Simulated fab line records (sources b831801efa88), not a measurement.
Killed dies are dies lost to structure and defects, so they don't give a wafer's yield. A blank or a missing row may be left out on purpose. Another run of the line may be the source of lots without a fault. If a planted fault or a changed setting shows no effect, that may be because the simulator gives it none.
fab line records	flow sfq_line
[record] lots = 5	wafers = 15	last_day = 94
route steps=325 shown M4@155 I4@163
lots with no fault: from the same line, run without faults
start_h: hours from the record's opening day to when the first of the lot's shown wafers began	wait_h: how many hours have passed since the lot's step before this one	" unchanged from the row above	L1.1+2: a single row standing in for several wafers	- no value, or no start was given	* or withheld: withheld	< > ~ a bound
route shown NAME@n: names a module that has steps shown in the file, with the first one's number in the route	usual: mean/standard deviation taken from wafers without a fault	same: alike in all rows	chamber/n: place in a boat	sites: each site's reading	_std_site: standard deviation across them	_edge_site: the outer-site mean with the inner-site mean subtracted	radius_mm: how far each site lies from the wafer's centre	mask NAME#n: copy n	behind: the last tool/chamber to shape the wafer	hold: reason for holding the lot/hours on hold/outcome of the hold	device: transistor that didn't switch, given as n, p or np	end of line: the same wafers' tests at the end of the route	a step given without rows: its recipe and nothing more	killed: count of dies lost to structure and defects at first sort (not the wafer's yield)	map: a wafer's dies, marking killed ones x, the rest . and places with no die _
set.NAME: the setting as run; set.NAME@STEP: as run at that earlier step	model.NAME: the simulator's own value behind a step, which no gauge read
a table for each step, a row for each wafer; lots at some steps of the route
services: when a tool's chamber went out of use (start_h, in hours from the record's first day, below 0 if earlier), for how many hours, and the reason
[[steps]]
[step SFQ_TRILAYER_M4_LITHO_EXPOSE_094]
[recipe] mask_id = M4	na = 0.6	source_shape = conventional	sigma_outer = 0.65	target_cd_nm = 500	dose_mj = 14.4
[step SFQ_TRILAYER_M4_LITHO_PEB_096]
[recipe] peb_temp_c = 115	peb_time_s = 60	resist = KrF
[step SFQ_TRILAYER_M4_LITHO_DEVELOP_095]
[recipe] time_s = 60	resist = KrF
[step SFQ_M4_OVL_MEAS_926]
[usual] M4_OVL = 0/6
lot.wafer	tool	chamber	start_h	wait_h	M4_OVL[nm]
L939.2	overlay-01	-	1286.05	0.1	0
L939.3	"	-	"	"	-2
L939.5	"	-	"	"	3
L948.4	overlay-02	-	1408.51	0.1	4
L948.5	"	-	"	"	4
L948.6	"	-	"	"	3
L953.2	overlay-01	-	1437.42	0.1	6
L953.3	"	-	"	"	4
L953.6	"	-	"	"	1
L954.3	overlay-01	-	1443.43	0.1	4
L954.4	"	-	"	"	6
L954.5	"	-	"	"	3
L960.4	overlay-02	-	1479.56	0.1	10
L960.5	"	-	"	"	5
L960.6	"	-	"	"	4
[step SFQ_TRILAYER_M4_BARC_OPEN_METAL_ETCH_123]
[recipe] mask_material = PR	chemistry = O2	target_depth_nm = 125	target = BARC	icp_w = 600	bias_w = 80	pressure_mtorr = 10	time_s = 41.7
[step SFQ_TRILAYER_M4_ETCH_METAL_ETCH_096]
[recipe] target = Nb	stop_on = SiO2	mask_material = PR	chemistry = Cl2/Ar	target_depth_nm = 240	icp_w = 600	bias_w = 80	pressure_mtorr = 10	time_s = 120
[step SFQ_TRILAYER_M4_STRIP_STRIP_097]
[recipe] gas = O2	power_w = 200	platen_temp_c = 40	overash_fraction = 0.65	chemistry = O2	pressure_mtorr = 50
[usual] drypump_motor_current_A = 5.5/0.39	oes_product_au = 1.000/0.0068
lot.wafer	tool	chamber	start_h	wait_h	drypump_motor_current_A	oes_product_au	rf_hours_counter_h
L939.2	rie_metal-03	0	1286.65	0.4	5.5	1.004	-
L939.3	"	0	"	"	5.5	1.008	-
L939.5	"	0	"	"	5.5	1.001	-
L948.4	rie_metal-04	1	1408.91	0.2	5.2	0.999	-
L948.5	"	1	"	"	5.2	1.013	-
L948.6	"	0	"	"	5.2	0.993	-
L953.2	rie_metal-03	0	1437.64	0.1	5.5	1.009	45
L953.3	"	0	"	"	5.5	1.010	-
L953.6	"	1	"	"	5.8	0.998	-
L954.3	rie_metal-03	1	1443.84	0.2	5.8	0.992	-
L954.4	"	0	"	"	5.5	1.005	-
L954.5	"	0	"	"	5.5	1.008	-
L960.4	rie_metal-02	1	1479.96	0.2	6.4	0.995	-
L960.5	"	1	"	"	6.4	0.996	-
L960.6	"	0	"	"	5.3	1.005	-
[step SFQ_TRILAYER_M4_STRIP_SOLV_CLEAN_098]
[recipe] chemistry = NMP	temp_c = 70	time_s = 600
[step SFQ_TRILAYER_I4_DEP_PECVD_099]
[recipe] material = SiO2	temp_c = 150	time_s = 111.11	pressure_torr = 2.4	rf_w = 183.3	precursor = SiH4/N2O	target_thk_nm = 500
[usual] heater_power_w = 93/12	showerhead_vpp_V = 821/52	throttle_valve_pct = 25.1/1.7
lot.wafer	tool	chamber	start_h	wait_h	heater_power_w	showerhead_vpp_V	throttle_valve_pct
L939.2	pecvd-01	0	1287.83	0.0	83	907	25.2
L939.3	"	2	"	"	106	834	26.2
L939.5	"	2	"	"	108	830	26.0
L948.4	pecvd-03	0	1409.61	0.1	104	848	24.6
L948.5	"	0	"	"	104	850	24.9
L948.6	"	0	"	"	110	836	24.9
L953.2	pecvd-04	1	1438.59	0.0	83	782	25.1
L953.3	"	0	"	"	100	767	24.0
L953.6	"	1	"	"	84	781	25.2
L954.3	pecvd-01	1	1444.41	0.0	91	768	27.9
L954.4	"	2	"	"	99	852	26.2
L954.5	"	1	"	"	95	764	28.2
L960.4	pecvd-03	1	1480.58	0.0	86	872	23.3
L960.5	"	0	"	"	105	842	25.0
L960.6	"	2	"	"	80	791	22.6
[step SFQ_TRILAYER_I4_CMP_CMP_100]
[recipe] material = SiO2	down_force_psi = 3	platen_rpm = 60	pad_velocity_m_s = 0.94248
[usual] motor_current_A = 10.2/0.98	platen_rpm = 60.00/0.039	time_to_endpoint_s = 218/8.9
lot.wafer	tool	chamber	start_h	wait_h	motor_current_A	platen_rpm	time_to_endpoint_s
L939.3	cmp-01	3	1287.90	0.0	9.9	60.06	208
L939.2	"	1	1288.90	1.0	10.5	59.94	207
L939.5	"	0	1290.40	2.5	11.2	60.05	215
L948.4	cmp-01	3	1418.37	8.7	9.6	60.02	223
L948.5	"	1	1419.37	9.7	10.6	60.01	212
L948.6	"	2	"	"	9.8	60.00	210
L953.2	cmp-02	2	1444.94	6.3	11.7	59.91	209
L953.3	"	3	"	"	10.3	59.97	217
L953.6	"	1	1446.44	7.8	10.7	59.98	232
L954.3	cmp-02	2	1462.44	18.0	10.3	59.96	202
L954.4	"	3	"	"	10.6	60.01	214
L954.5	"	3	1464.94	20.4	10.2	59.99	227
L960.4	cmp-02	2	1486.44	5.8	10.7	59.93	204
L960.6	"	2	1488.44	7.8	11.2	60.02	212
L960.5	"	3	"	"	10.2	59.97	228
[step SFQ_I4_BOW_MEAS_927]
[recipe] mode = bow
[usual] I4_BOW = 4/9.1
lot.wafer	tool	chamber	start_h	wait_h	I4_BOW[um]
L939.2	film_metro-02	-	1290.92	1.5	-6
L939.3	"	-	"	"	12
L939.5	"	-	"	"	-6
L948.4	film_metro-04	-	1420.43	1.6	-2
L948.5	"	-	"	"	-9
L948.6	"	-	"	"	13
L953.2	film_metro-02	-	1447.46	2.0	4
L953.3	"	-	"	"	-11
L953.6	"	-	"	"	6
L954.3	film_metro-02	-	1465.48	2.5	28
L954.4	"	-	"	"	16
L954.5	"	-	"	"	22
L960.4	film_metro-01	-	1489.50	2.6	11
L960.5	"	-	"	"	13
L960.6	"	-	"	"	7
[step SFQ_TRILAYER_I4_METRO_MEASURE_101]
[usual] thk_nm = 200.2/1.1
lot.wafer	tool	chamber	start_h	wait_h	thk_nm
L939.2	film_metro-02	-	1291.22	0.3	199.3
L939.3	"	-	"	"	201.0
L939.5	"	-	"	"	199.0
L948.4	film_metro-04	-	1421.09	0.6	201.0
L948.5	"	-	"	"	199.9
L948.6	"	-	"	"	200.1
L953.2	film_metro-02	-	1447.76	0.3	198.4
L953.3	"	-	"	"	199.2
L953.6	"	-	"	"	201.5
L954.3	film_metro-02	-	1465.96	0.5	199.2
L954.4	"	-	"	"	201.0
L954.5	"	-	"	"	200.3
L960.4	film_metro-01	-	1490.16	0.6	200.4
L960.5	"	-	"	"	201.5
L960.6	"	-	"	"	199.9
[step SFQ_TRILAYER_I4_VIA_LITHO_COAT_108]
[recipe] resist = BARC	spin_rpm = 3000	resist_thk_nm = 62
[usual] chill_plate_temp_C = 23.01/0.086
lot.wafer	tool	chamber	start_h	wait_h	chill_plate_temp_C	model.BARC_of_TRILAYER_I4_VIA_LITHO_COAT_108.thk_nm
L939.2	litho_track-04	0	1292.27	0.8	23.01	62.2
L939.3	"	0	"	"	22.93	62.27
L939.5	"	0	"	"	23.00	62.04
L948.4	litho_track-04	0	1421.84	0.6	23.05	61.83
L948.5	"	0	"	"	23.24	58.59
L948.6	"	0	"	"	23.06	61.93
L953.2	litho_track-03	0	1448.81	0.8	22.98	61.81
L953.3	"	0	"	"	23.15	61.95
L953.6	"	0	"	"	22.97	62.03
L954.3	litho_track-03	0	1466.86	0.7	22.94	62.17
L954.4	"	0	"	"	22.93	61.94
L954.5	"	0	"	"	22.92	61.87
L960.4	litho_track-02	0	1490.91	0.6	23.10	62.1
L960.5	"	0	"	"	23.12	62.17
L960.6	"	0	"	"	23.04	62.17
[step SFQ_TRILAYER_I4_VIA_LITHO_COAT_103]
[recipe] resist = KrF	spin_rpm = 3000	resist_thk_nm = 650
[step SFQ_TRILAYER_I4_VIA_LITHO_SOFTBAKE_107]
[recipe] temp_c = withheld	time_s = withheld	resist = KrF
[step SFQ_TRILAYER_I4_VIA_LITHO_EXPOSE_104]
[recipe] mask_id = I4	na = 0.6	source_shape = conventional	sigma_outer = 0.65	target_cd_nm = 700	dose_mj = 21.3
[step SFQ_TRILAYER_I4_VIA_LITHO_PEB_106]
[recipe] peb_temp_c = 115	peb_time_s = 60	resist = KrF
[step SFQ_TRILAYER_I4_VIA_LITHO_DEVELOP_105]
[recipe] time_s = 60	resist = KrF
[step SFQ_I4_OVL_MEAS_928]
[usual] I4_OVL = 3/5.7
lot.wafer	tool	chamber	start_h	wait_h	I4_OVL[nm]
L939.2	overlay-02	-	1418.10	0.1	8
L939.3	"	-	"	"	-3
L939.5	"	-	"	"	3
L948.4	overlay-01	-	1527.69	0.1	-1
L948.5	"	-	"	"	9
L948.6	"	-	"	"	-2
L953.2	overlay-01	-	1554.20	0.1	-2
L953.3	"	-	"	"	0
L953.6	"	-	"	"	-1
L954.3	overlay-02	-	1565.13	0.1	9
L954.4	"	-	"	"	4
L954.5	"	-	"	"	7
L960.4	overlay-02	-	1590.34	0.1	-7
L960.5	"	-	"	"	-2
L960.6	"	-	"	"	-5
[step SFQ_TRILAYER_I4_VIA_BARC_OPEN_VIA_ETCH_146]
[recipe] mask_material = PR	chemistry = O2	target_depth_nm = 125	target = BARC	source_w = 500	bias_w = 80	pressure_mtorr = 30	time_s = 41.7
[usual] drypump_motor_current_A = 5.5/0.35	oes_product_au = 0.685/0.0049
lot.wafer	tool	chamber	start_h	wait_h	drypump_motor_current_A	oes_product_au	rf_hours_counter_h	model.etch.depth_nm
L939.2	rie_diel-03	3	1418.13	0.0	5.3	0.683	14	62.2
L939.3	"	2	"	"	5.7	0.684	12	62.27
L939.5	"	1	"	"	5.6	0.681	-	62.04
L948.4	rie_diel-03	0	1527.70	0.0	5.6	0.681	5	61.83
L948.5	"	3	"	"	5.3	0.668	-	58.59
L948.6	"	0	"	"	5.6	0.684	-	61.93
L953.2	rie_diel-04	2	1554.23	0.0	4.9	0.690	3	61.81
L953.3	"	3	"	"	5.5	0.693	9	61.95
L953.6	"	2	"	"	4.9	0.677	-	62.03
L954.3	rie_diel-03	2	1565.15	0.0	5.7	0.683	14	62.17
L954.4	"	0	"	"	5.6	0.681	6	61.94
L954.5	"	1	"	"	5.6	0.680	-	61.87
L960.4	rie_diel-03	1	1590.35	0.0	5.6	0.679	17	62.1
L960.5	"	0	"	"	5.6	0.678	-	62.17
L960.6	"	3	"	"	5.3	0.693	-	62.17
[step SFQ_TRILAYER_I4_VIA_ETCH_VIA_ETCH_106]
[recipe] target = SiO2	stop_on = Nb	mask_material = PR	taper_deg = 20	chemistry = CHF3	target_depth_nm = 260	source_w = 500	bias_w = 80	pressure_mtorr = 30	time_s = withheld
[usual] drypump_motor_current_A = 5.5/0.35	oes_product_au = 0.855/0.0051
lot.wafer	tool	chamber	start_h	wait_h	drypump_motor_current_A	oes_product_au
L939.2	rie_diel-03	3	1418.17	0.0	5.3	0.848
L939.3	"	2	"	"	5.7	0.862
L939.5	"	1	"	"	5.6	0.847
L948.4	rie_diel-03	0	1527.74	0.0	5.6	0.867
L948.5	"	3	"	"	5.3	0.854
L948.6	"	0	"	"	5.6	0.851
L953.2	rie_diel-04	2	1554.27	0.0	4.9	0.849
L953.3	"	3	"	"	5.5	0.845
L953.6	"	2	"	"	4.9	0.855
L954.3	rie_diel-03	2	1565.19	0.0	5.7	0.858
L954.4	"	0	"	"	5.6	0.858
L954.5	"	1	"	"	5.6	0.855
L960.4	rie_diel-03	1	1590.39	0.0	5.6	0.854
L960.5	"	0	"	"	5.6	0.857
L960.6	"	3	"	"	5.3	0.853
[[services]]
tool	chamber	start_h	hours	kind
cmp-02	-	1266.07	1.0	repair
cmp-02	-	1273.83	3.1	pm
pecvd-03	-	1274.79	1.3	repair
cmp-02	-	1279.11	1.5	repair
cmp-01	-	1279.17	5.8	repair
rie_diel-03	3	1313.91	2.0	repair
cmp-01	-	1315.50	5.2	pm
rie_metal-03	-	1315.79	14.6	pm
pecvd-03	-	1316.75	14.0	pm
film_metro-02	-	1319.70	1.2	pm
cmp-02	-	1333.88	5.1	repair
rie_diel-03	3	1358.31	10.0	repair
rie_metal-03	-	1370.85	2.1	repair
cmp-02	-	1373.37	2.0	repair
cmp-02	-	1387.56	2.1	repair
cmp-02	-	1434.44	4.0	pm
film_metro-02	-	1435.81	0.4	pm
film_metro-02	-	1450.45	0.9	pm
rie_metal-03	0	1479.20	11.8	repair
film_metro-02	-	1505.85	0.7	pm
cmp-02	-	1525.92	0.9	repair
cmp-02	-	1543.67	0.8	repair
rie_diel-03	-	1546.88	2.8	pm
film_metro-02	-	1568.55	3.2	repair
[[key]]
[first_sign] step = SFQ_TRILAYER_I4_VIA_BARC_OPEN_VIA_ETCH_146	reading = oes_product_au	direction = down	sigmas = 3.5	usual = 0.685	struck = 0.668
effect none on later readings
[model_effect] step = SFQ_TRILAYER_I4_VIA_LITHO_COAT_108	value = BARC_of_TRILAYER_I4_VIA_LITHO_COAT_108.thk_nm	without = 61.89	struck = 58.59
[model_effect] step = SFQ_TRILAYER_I4_VIA_BARC_OPEN_VIA_ETCH_146	value = etch.depth_nm	without = 61.89	struck = 58.59
met_at SFQ_TRILAYER_I4_VIA_LITHO_COAT_108
struck_wafers L948.5
onset_between 1292.27 1421.84
[fault] kind = process_parameter_drift	tool = litho_track-04	chamber = -	onset_h = 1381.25	steps = SFQ_TRILAYER_I4_VIA_LITHO_COAT_108	channel = resist_thk_nm	offset = -3.3041	shape = step	end_h = 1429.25	scope = struck_wafers_only	acts_in = these_recipes_only	stated = 62
